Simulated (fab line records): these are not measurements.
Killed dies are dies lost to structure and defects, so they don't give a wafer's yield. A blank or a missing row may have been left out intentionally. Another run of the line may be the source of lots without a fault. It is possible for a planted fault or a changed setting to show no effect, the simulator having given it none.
fab line records	flow sky130
record lots=6	wafers=18	lastDay=49
route steps=708 shown METAL3@557 PAD_OPEN@708
lots with no fault: from the same line, run without faults
startH: the number of hours between the record's first day and the start of the first shown wafer of the lot	waitH: time in hours since the lot's previous step	" identical to the entry in the row above	L1.1+2: a row that stands for several wafers	- no value present, or no start provided	* or withheld: withheld	< > ~ a bound
route shown NAME@n: names a module that has steps shown in the file, with the first one's number in the route	usual: average and standard deviation across the fault-free wafers	same: alike in all rows	chamber/n: place in a boat	sites: the reading at each site	_std_site: standard deviation of those values	_edge_site: inner sites' mean taken away from outer sites' mean	radiusMm: for every site, how far away it sits from the centre of the wafer	mask NAME#n: copy n	behind: the tool/chamber that last shaped the wafer	hold: why the lot went on hold/how many hours it stayed there/how the hold came to an end	device: which transistor (n, p or np) failed to switch	end of line: at the end of the route, the tests of the same wafers	a step with no rows: only its recipe	killed: dies that structure and defects cost at the first sort, which is not the same as the wafer's yield	map: a wafer's dies, marking killed ones x, the rest . and places with no die _
set.NAME: setting as actually run; set.NAME@STEP: the setting as run at that earlier step	model.NAME: the simulator's own value behind a step, which no gauge read
lots at selected steps of the route; one table per step, one row per wafer
services: a tool's chamber out of use, with start hour (startH, from the record's first day; less than 0 if before it), hours out, and reason
## steps
# step SKY_METAL3_COAT_07
# recipe resist=BARC	tempC=withheld	timeS=withheld	spinRpm=3000	resistThkNm=60
# step SKY_METAL3_COAT_08
# recipe resist=KrF-thick	spinRpm=3000	resistThkNm=1140
# step SKY_METAL3_SOFTBAKE_09
# recipe tempC=100	timeS=90	resist=KrF-thick
# step SKY_METAL3_EXPOSE_10
# recipe maskId=MM3	na=0.68	sourceShape=annular	sigmaInner=0.4	sigmaOuter=0.8	targetCdNm=300	doseMj=28
# step SKY_METAL3_PEB_11
# recipe pebTempC=withheld	pebTimeS=withheld	resist=KrF-thick
# step SKY_METAL3_DEVELOP_12
# recipe developTimeS=60	resist=KrF-thick	devTempC=21
# step SKY_METAL3_CD_MEAS_13
# recipe targetCdNm=300
# usual cdNm=299.5/1.2
lot.wafer	tool	chamber	startH	waitH	cdNm
L311.1	cdSem-01	-	900.26	-	301.2
L311.3	"	-	"	"	301.3
L311.4	"	-	"	"	302.1
L314.1	cdSem-01	-	918.31	-	300.6
L314.2	"	-	"	"	299.4
L314.3	"	-	"	"	299.3
L317.1	cdSem-01	-	960.41	-	298.7
L317.3	"	-	"	"	298.9
L317.4	"	-	"	"	299.8
L319.3	cdSem-01	-	965.90	-	300.2
L319.5	"	-	"	"	300.4
L319.6	"	-	"	"	298.4
L326.1	cdSem-01	-	1022.51	-	297.2
L326.2	"	-	"	"	299.5
L326.4	"	-	"	"	298.1
L328.1	cdSem-02	-	1025.56	-	299.8
L328.2	"	-	"	"	300.4
L328.5	"	-	"	"	300.8
# step SKY_METAL3_OVL_MEAS_14
# usual METAL3_OVL=-3/4.6
lot.wafer	tool	chamber	startH	waitH	METAL3_OVL[nm]
L311.1	overlay-02	-	900.38	0.1	-5
L311.3	"	-	"	"	-2
L311.4	"	-	"	"	-6
L314.1	overlay-01	-	918.43	0.1	1
L314.2	"	-	"	"	-6
L314.3	"	-	"	"	-6
L317.1	overlay-02	-	960.53	0.1	-7
L317.3	"	-	"	"	-4
L317.4	"	-	"	"	-2
L319.3	overlay-01	-	965.99	0.1	-1
L319.5	"	-	"	"	-5
L319.6	"	-	"	"	-2
L326.1	overlay-02	-	1022.63	0.1	-5
L326.2	"	-	"	"	-5
L326.4	"	-	"	"	-5
L328.1	overlay-02	-	1025.68	0.1	-1
L328.2	"	-	"	"	-2
L328.5	"	-	"	"	-10
# step SKY_METAL3_DESCUM_15
# recipe chemistry=O2	sourcePowerW=150	biasPowerW=0	pressureMtorr=10	tempC=40	timeS=8
# usual chamberPressureMTorr=10.001/0.01	drypumpMotorCurrentA=6.3/0.37	oesProductAu=1.004/0.012
lot.wafer	tool	chamber	startH	waitH	chamberPressureMTorr	drypumpMotorCurrentA	oesProductAu	rfHoursCounterH
L311.1	rieMetal-02	1	900.42	0.0	10.009	6.6	0.997	3
L311.3	"	0	"	"	10.009	6.2	1.002	-
L311.4	"	1	"	"	9.988	6.6	0.994	-
L314.1	rieMetal-01	0	918.46	0.0	9.998	6.2	1.012	12
L314.2	"	1	"	"	10.008	5.9	0.996	7
L314.3	"	1	"	"	9.993	5.9	0.994	-
L317.1	rieMetal-03	0	960.57	0.0	10.015	5.7	0.990	8
L317.3	"	0	"	"	9.994	5.7	0.983	-
L317.4	"	1	"	"	9.993	6.8	1.002	-
L319.3	rieMetal-01	0	966.03	0.0	10.021	6.2	1.014	-
L319.5	"	0	"	"	9.998	6.2	1.013	-
L319.6	"	1	"	"	9.995	5.9	0.992	-
L326.1	rieMetal-01	0	1022.66	0.0	9.994	6.2	1.014	17
L326.2	"	1	"	"	10.001	5.9	0.998	12
L326.4	"	1	"	"	9.986	5.9	0.986	-
L328.1	rieMetal-02	0	1025.71	0.0	10.011	6.2	1.019	9
L328.2	"	1	"	"	10.020	6.6	0.988	10
L328.5	"	0	"	"	9.992	6.3	1.023	-
# step SKY_METAL3_ETCH_16
# recipe chemistry=N2/H2	target=BARC	ionEnergyEv=200	biasW=100	pressureMtorr=30	n2FlowSccm=100	h2FlowSccm=200	icpW=500	stopOn=SiO2	timeS=88.2	targetDepthA=600
# usual chamberPressureMTorr=30.000/0.025	drypumpMotorCurrentA=6.3/0.37	oesProductAu=0.626/0.0039	throttleValvePct=13.205/0.0081
lot.wafer	tool	chamber	startH	waitH	chamberPressureMTorr	drypumpMotorCurrentA	oesProductAu	rfHoursCounterH	throttleValvePct
L311.1	rieMetal-02	1	900.45	0.0	29.951	6.6	0.626	3	13.198
L311.3	"	0	"	"	30.003	6.3	0.622	-	13.198
L311.4	"	1	"	"	29.975	6.6	0.623	-	13.211
L314.1	rieMetal-01	0	918.49	0.0	29.997	6.2	0.623	12	13.212
L314.2	"	1	"	"	29.958	6.0	0.625	7	13.197
L314.3	"	1	"	"	29.983	6.0	0.623	-	13.203
L317.1	rieMetal-03	0	960.60	0.0	29.975	5.7	0.618	8	13.206
L317.3	"	0	"	"	30.057	5.6	0.630	-	13.196
L317.4	"	1	"	"	29.984	6.8	0.629	-	13.204
L319.3	rieMetal-01	0	966.08	0.0	29.995	6.3	0.634	-	13.199
L319.5	"	0	"	"	29.997	6.3	0.627	-	13.193
L319.6	"	1	"	"	29.975	5.9	0.625	-	13.202
L326.1	rieMetal-01	0	1022.70	0.0	30.002	6.2	0.632	17	13.190
L326.2	"	1	"	"	30.015	5.9	0.627	12	13.216
L326.4	"	1	"	"	30.008	5.9	0.623	-	13.204
L328.1	rieMetal-02	0	1025.75	0.0	30.014	6.2	0.629	9	13.207
L328.2	"	1	"	"	30.022	6.6	0.626	10	13.203
L328.5	"	0	"	"	29.948	6.3	0.630	-	13.202
# step SKY_METAL3_ETCH_17
# recipe target=SiO2	stopOn=TiN	chemistry=C4F8/O2/Ar	sourceW=1500	biasW=1200	pressureMtorr=40	c4f8FlowSccm=withheld	O2_flow_sccm=6	Ar_flow_sccm=300	timeS=3.9	targetDepthA=150
# usual chamberPressureMTorr=40.00/0.054	oesProductAu=0.751/0.0067
lot.wafer	tool	chamber	startH	waitH	chamberPressureMTorr	oesProductAu
L311.1	rieDiel-01	2	900.55	0.1	39.96	0.759
L311.3	"	3	"	"	40.00	0.757
L311.4	"	0	"	"	40.06	0.758
L314.1	rieDiel-03	3	918.59	0.1	40.05	0.755
L314.2	"	1	"	"	40.02	0.761
L314.3	"	2	"	"	40.01	0.753
L317.1	rieDiel-03	3	960.70	0.1	40.04	0.743
L317.3	"	1	"	"	40.02	0.756
L317.4	"	2	"	"	40.04	0.751
L319.3	rieDiel-02	0	966.15	0.0	40.01	0.743
L319.5	"	2	"	"	40.01	0.756
L319.6	"	3	"	"	39.96	0.755
L326.1	rieDiel-03	2	1022.79	0.1	39.97	0.750
L326.2	"	0	"	"	40.03	0.755
L326.4	"	3	"	"	40.01	0.753
L328.1	rieDiel-02	0	1025.84	0.1	39.95	0.746
L328.2	"	1	"	"	39.95	0.749
L328.5	"	1	"	"	40.05	0.767
# step SKY_METAL3_METAL_ETCH_18
# recipe targetDepthA=8450	stopOn=SiO2	overEtchFrac=0.3	timeS=183.1	chemistry=Cl2/BCl3	resistSidewallDeg=88	pressureMtorr=10	icpW=900	biasW=48.5	Cl2_flow_sccm=60	bcl3FlowSccm=30
# usual bcl3FlowSccm=30.01/0.091	chamberPressureMTorr=9.999/0.0096	drypumpMotorCurrentA=6.3/0.39	oesProductAu=0.865/0.0062	throttleValvePct=22.265/0.0088
lot.wafer	tool	chamber	startH	waitH	bcl3FlowSccm	chamberPressureMTorr	drypumpMotorCurrentA	oesProductAu	rfHoursCounterH	throttleValvePct
L311.1	rieMetal-01	0	900.56	0.0	29.93	9.995	6.3	0.872	11	22.275
L311.3	"	0	"	"	30.06	10.004	6.2	0.857	-	22.279
L311.4	"	1	"	"	30.00	9.996	5.9	0.860	-	22.274
L314.1	rieMetal-03	1	918.61	0.0	30.10	10.013	6.8	0.866	9	22.265
L314.2	"	0	"	"	30.08	10.011	5.6	0.873	7	22.267
L314.3	"	1	"	"	29.96	10.015	6.8	0.873	-	22.267
L317.1	rieMetal-02	0	960.71	0.0	29.94	10.006	6.2	0.861	5	22.266
L317.3	"	1	"	"	29.89	10.000	6.6	0.865	-	22.268
L317.4	"	0	"	"	30.07	10.011	6.2	0.860	-	22.254
L319.3	rieMetal-03	1	966.22	0.1	30.07	9.988	6.8	0.872	-	22.281
L319.5	"	1	"	"	29.96	10.001	6.8	0.862	-	22.248
L319.6	"	0	"	"	29.86	9.986	5.7	0.865	-	22.270
L326.1	rieMetal-03	1	1022.81	0.0	30.05	10.001	6.8	0.874	14	22.260
L326.2	"	0	"	"	29.99	9.997	5.6	0.860	11	22.264
L326.4	"	1	"	"	29.99	9.995	6.8	0.863	-	22.268
L328.1	rieMetal-01	0	1025.86	0.0	29.95	9.988	6.2	0.864	17	22.253
L328.2	"	1	"	"	29.94	9.990	6.0	0.868	13	22.269
L328.5	"	1	"	"	29.92	9.999	5.9	0.872	-	22.258
# step SKY_METAL3_STRIP_19
# recipe chemistry=O2/N2	powerW=1400	pressureMtorr=1500	platenTempC=withheld	o2FlowSccm=3000	n2FlowSccm=300	overashFraction=0.5
# usual chamberPressureMTorr=1500.1/1.4	drypumpMotorCurrentA=5.7/0.47	oesProductAu=0.501/0.0069	stripTimeToEndpointS=6.50/0.11
lot.wafer	tool	chamber	startH	waitH	chamberPressureMTorr	drypumpMotorCurrentA	oesProductAu	rfHoursCounterH	stripTimeToEndpointS	model.KrF-thick_of_METAL3_COAT_08.thkNm
L311.1	plasmaAsher-02	1	900.74	0.1	1496.9	5.6	0.493	109	6.38	0
L311.3	"	0	"	"	1499.8	4.9	0.501	-	6.39	0
L311.4	"	1	"	"	1499.1	5.6	0.510	-	6.62	0
L314.1	plasmaAsher-03	0	918.85	0.2	1500.7	6.4	0.507	16	6.54	0
L314.2	"	1	"	"	1502.4	5.4	0.500	16	6.61	0
L314.3	"	1	"	"	1498.3	5.4	0.507	-	6.60	0
L317.1	plasmaAsher-03	1	960.89	0.1	-	-	-	-	-	499.8
L317.3	"	1	"	"	-	-	-	-	-	516.2
L317.4	"	0	"	"	-	-	-	-	-	497.2
L319.3	plasmaAsher-03	1	966.38	0.1	-	-	-	-	-	535
L319.5	"	1	"	"	-	-	-	-	-	528
L319.6	"	0	"	"	-	-	-	-	-	539.6
L326.1	plasmaAsher-04	1	1022.99	0.1	1498.2	5.8	0.503	91	6.50	0
L326.2	"	0	"	"	1496.3	5.6	0.510	91	6.57	0
L326.4	"	1	"	"	1500.0	5.8	0.504	-	6.56	0
L328.1	plasmaAsher-02	0	1026.04	0.1	1501.1	4.9	0.504	121	6.47	0
L328.2	"	1	"	"	1500.5	5.6	0.515	121	6.62	0
L328.5	"	0	"	"	1500.8	4.9	0.513	-	6.68	0
# step SKY_METAL3_STRIP_20
# recipe chemistry=postEtchResidueRemover	timeS=1200	tempC=72.5
# step SKY_PAD_OPEN_PROBE_99
# usual defectLimitedYield=82.6/1.9	killed_at_M0_to_M3=42/7.1	killed_at_M4_up=3.3/1.9	killedAtContacts=24/5	killedAtFrontEnd=15/4.7	killedAtOther=0.3/0.61	killedDies=86/9.6	killedOnRim=17/3.8	killedOpen=47/7.5	killedShort=38/6.6	sort_bin_3_pad_short=0.9/0.42	sort_bin_5_function=10.2/1.5	sort_bin_6_memory=6.3/1.1	sortNPass=406/9.6	sortYieldPct=82.6/1.9
# same grossDies=492	killedAtBackSide=0	sort_bin_4_leakage[%]=0	sort_bin_8_speed[%]=0
lot.wafer	tool	chamber	startH	waitH	defectLimitedYield[%]	killed_at_M0_to_M3	killed_at_M4_up	killedAtContacts	killedAtFrontEnd	killedAtOther	killedDies	killedOnRim	killedOpen	killedShort	sort_bin_3_pad_short[%]	sort_bin_5_function[%]	sort_bin_6_memory[%]	sortNPass	sortYieldPct[%]
L317.1	prober-01	-	1124.85	0.1	0	442	7	24	18	1	492	96	46	44	0.8	91.7	7.5	0	0
L317.3	prober-01	-	1124.95	0.2	0	443	9	22	18	0	492	96	45	43	1.0	93.1	5.9	0	0
L317.4	prober-01	-	1125.00	0.2	0	452	3	25	12	0	492	96	36	44	1.2	91.9	6.9	0	0
L319.3	prober-02	-	1127.56	0.2	0	444	6	23	19	0	492	96	50	45	1.0	91.3	7.7	0	0
L319.5	prober-02	-	1127.66	0.2	0	443	4	32	13	0	492	96	50	42	0.4	92.9	6.7	0	0
L319.6	prober-02	-	1127.71	0.2	0	453	5	20	14	0	492	96	48	46	0.6	91.3	8.1	0	0
L326.1	prober-02	-	1175.77	0.1	79.9	48	2	22	27	0	99	21	60	39	0.6	12.2	7.3	393	79.9
L326.2	prober-02	-	1175.82	0.1	83.1	35	6	30	11	1	83	12	38	45	1.0	10.0	5.9	409	83.1
L326.4	prober-02	-	1175.92	0.2	84.3	41	4	18	14	0	77	17	35	42	1.2	8.3	6.1	415	84.3
# killed by level:class
L317.1 VIA3:areaHdpcvd=402 CONTACT:geometricParticle:open=10 VIA1:geometricParticle:open=7 VIA1:geometricParticle:short=7 FIELD_ISO:geometricParticle:open=6 METAL2:geometricParticle:short=5 METAL4:geometricParticle:short=5 POLY_GATE:geometricParticle:short=4
L317.3 VIA3:areaHdpcvd=404 CONTACT:geometricParticle:open=10 VIA3:geometricParticle:open=8 METAL4:geometricParticle:short=7 METAL2:geometricParticle:short=6 POLY_GATE:geometricParticle:short=5 LI_CONTACT:geometricParticle:open=5 VIA1:geometricParticle:open=5
L317.4 VIA3:areaHdpcvd=412 CONTACT:geometricParticle:open=9 CONTACT:geometricParticle:short=9 VIA3:geometricParticle:open=8 METAL1:geometricParticle:short=7 VIA1:geometricParticle:open=6 LI_CONTACT:geometricParticle:open=5 VIA2:geometricParticle:open=4
L319.3 VIA3:areaHdpcvd=397 VIA1:geometricParticle:open=9 CONTACT:geometricParticle:open=8 FIELD_ISO:geometricParticle:open=7 METAL1:geometricParticle:short=7 VIA2:geometricParticle:short=6 VIA3:geometricParticle:open=5 CONTACT:geometricParticle:short=5
L319.5 VIA3:areaHdpcvd=400 CONTACT:geometricParticle:open=11 VIA1:geometricParticle:open=11 LI_CONTACT:geometricParticle:open=9 METAL1:geometricParticle:short=6 VIA3:geometricParticle:open=5 LI_CONTACT:geometricParticle:short=5 FIELD_ISO:geometricParticle:short=4
L319.6 VIA3:areaHdpcvd=398 VIA1:geometricParticle:open=14 METAL1:geometricParticle:short=12 CONTACT:geometricParticle:open=9 POLY_GATE:geometricParticle:open=6 LOCAL_INTERCONNECT:geometricParticle:short=6 VIA3:geometricParticle:open=6 VIA1:geometricParticle:short=5
L326.1 VIA1:geometricParticle:open=13 CONTACT:geometricParticle:open=11 LI_CONTACT:geometricParticle:open=7 VIA2:geometricParticle:open=7 POLY_GATE:geometricParticle:short=6 VIA3:geometricParticle:open=6 FIELD_ISO:geometricParticle:open=5 FIELD_ISO:geometricParticle:short=4
L326.2 LI_CONTACT:geometricParticle:open=8 CONTACT:geometricParticle:open=7 CONTACT:geometricParticle:short=7 VIA1:geometricParticle:open=6 METAL2:geometricParticle:short=6 LOCAL_INTERCONNECT:geometricParticle:short=5 VIA3:geometricParticle:open=5 VIA2:geometricParticle:open=4
L326.4 METAL2:geometricParticle:short=8 CONTACT:geometricParticle:open=6 POLY_GATE:geometricParticle:open=5 CONTACT:geometricParticle:short=5 VIA1:geometricParticle:open=5 METAL1:geometricParticle:short=5 VIA3:geometricParticle:open=5 FIELD_ISO:geometricParticle:open=4
# map L317.1 (x killed, . not)
__________xxxxxxxxxx_________
________xxxxxxxxxxxxxx_______
______xxxxxxxxxxxxxxxxxx_____
_____xxxxxxxxxxxxxxxxxxxx____
____xxxxxxxxxxxxxxxxxxxxxx___
___xxxxxxxxxxxxxxxxxxxxxxxx__
__xxxxxxxxxxxxxxxxxxxxxxxxxx_
_xxxxxxxxxxxxxxxxxxxxxxxxxxxx
_xxxxxxxxxxxxxxxxxxxxxxxxxxxx
_xxxxxxxxxxxxxxxxxxxxxxxxxxxx
_xxxxxxxxxxxxxxxxxxxxxxxxxxxx
_xxxxxxxxxxxxxxxxxxxxxxxxxxxx
_xxxxxxxxxxxxxxxxxxxxxxxxxxxx
_xxxxxxxxxxxxxxxxxxxxxxxxxxxx
_xxxxxxxxxxxxxxxxxxxxxxxxxxxx
__xxxxxxxxxxxxxxxxxxxxxxxxxx_
___xxxxxxxxxxxxxxxxxxxxxxxx__
____xxxxxxxxxxxxxxxxxxxxxx___
_____xxxxxxxxxxxxxxxxxxxx____
______xxxxxxxxxxxxxxxxxx_____
________xxxxxxxxxxxxxx_______
__________xxxxxxxxxx_________
# map L319.3 (x killed, . not)
__________xxxxxxxxxx_________
________xxxxxxxxxxxxxx_______
______xxxxxxxxxxxxxxxxxx_____
_____xxxxxxxxxxxxxxxxxxxx____
____xxxxxxxxxxxxxxxxxxxxxx___
___xxxxxxxxxxxxxxxxxxxxxxxx__
__xxxxxxxxxxxxxxxxxxxxxxxxxx_
_xxxxxxxxxxxxxxxxxxxxxxxxxxxx
_xxxxxxxxxxxxxxxxxxxxxxxxxxxx
_xxxxxxxxxxxxxxxxxxxxxxxxxxxx
_xxxxxxxxxxxxxxxxxxxxxxxxxxxx
_xxxxxxxxxxxxxxxxxxxxxxxxxxxx
_xxxxxxxxxxxxxxxxxxxxxxxxxxxx
_xxxxxxxxxxxxxxxxxxxxxxxxxxxx
_xxxxxxxxxxxxxxxxxxxxxxxxxxxx
__xxxxxxxxxxxxxxxxxxxxxxxxxx_
___xxxxxxxxxxxxxxxxxxxxxxxx__
____xxxxxxxxxxxxxxxxxxxxxx___
_____xxxxxxxxxxxxxxxxxxxx____
______xxxxxxxxxxxxxxxxxx_____
________xxxxxxxxxxxxxx_______
__________xxxxxxxxxx_________
## services
tool	chamber	startH	hours	kind
rieDiel-03	1	886.23	1.4	repair
plasmaAsher-03	-	896.06	14.6	pm
rieDiel-02	0	907.76	5.6	repair
rieDiel-02	-	915.07	0.7	repair
rieDiel-03	-	915.80	1.6	repair
rieMetal-02	-	918.40	0.3	repair
rieDiel-03	1	924.69	5.3	repair
rieDiel-03	-	955.30	0.3	repair
plasmaAsher-02	-	959.31	0.7	repair
plasmaAsher-02	-	965.14	0.4	repair
rieMetal-02	-	965.69	2.8	pm
rieDiel-02	3	968.53	-	clean
rieDiel-02	3	968.53	20.0	scheduledDown
rieDiel-02	3	968.53	20.0	ventCycle
rieDiel-03	1	972.57	15.9	repair
plasmaAsher-02	-	974.33	7.7	pm
rieDiel-03	0	976.81	3.8	repair
plasmaAsher-02	-	988.45	8.2	repair
rieDiel-02	-	990.58	3.1	repair
rieDiel-03	1	992.47	8.5	repair
rieDiel-02	3	1021.09	3.0	repair
## key
firstSign step=SKY_METAL3_STRIP_19	reading=toolRecord	direction=missing
effect step=SKY_PAD_OPEN_PROBE_99	reading=killed_at_M0_to_M3	direction=up	sigmas=57	usual=42	struck=446
modelEffect step=SKY_METAL3_STRIP_19	value=KrF-thick_of_METAL3_COAT_08.thkNm	without=0	struck=519.3
moreKillsBornAt SKY_VIA3_HDPCVD_00@hdpcvd-01=1218	SKY_VIA3_HDPCVD_00@hdpcvd-02=1195
metAt SKY_METAL3_STRIP_19
struckWafers L317.1,L317.3,L317.4,L319.3,L319.5,L319.6
laterRowsLeftOut L317.1,L317.3,L317.4,L319.3,L319.5,L319.6
onsetBetween 918.85 960.89
fault kind=skippedStepWhole	tool=plasmaAsher-03	chamber=-	onsetH=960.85	steps=SKY_METAL3_STRIP_19	scope=struckLotsOnly
# laterRowsLeftOut: the simulator's readings of these wafers behind a module that went badly wrong aren't trusted and aren't shown, but for the sort
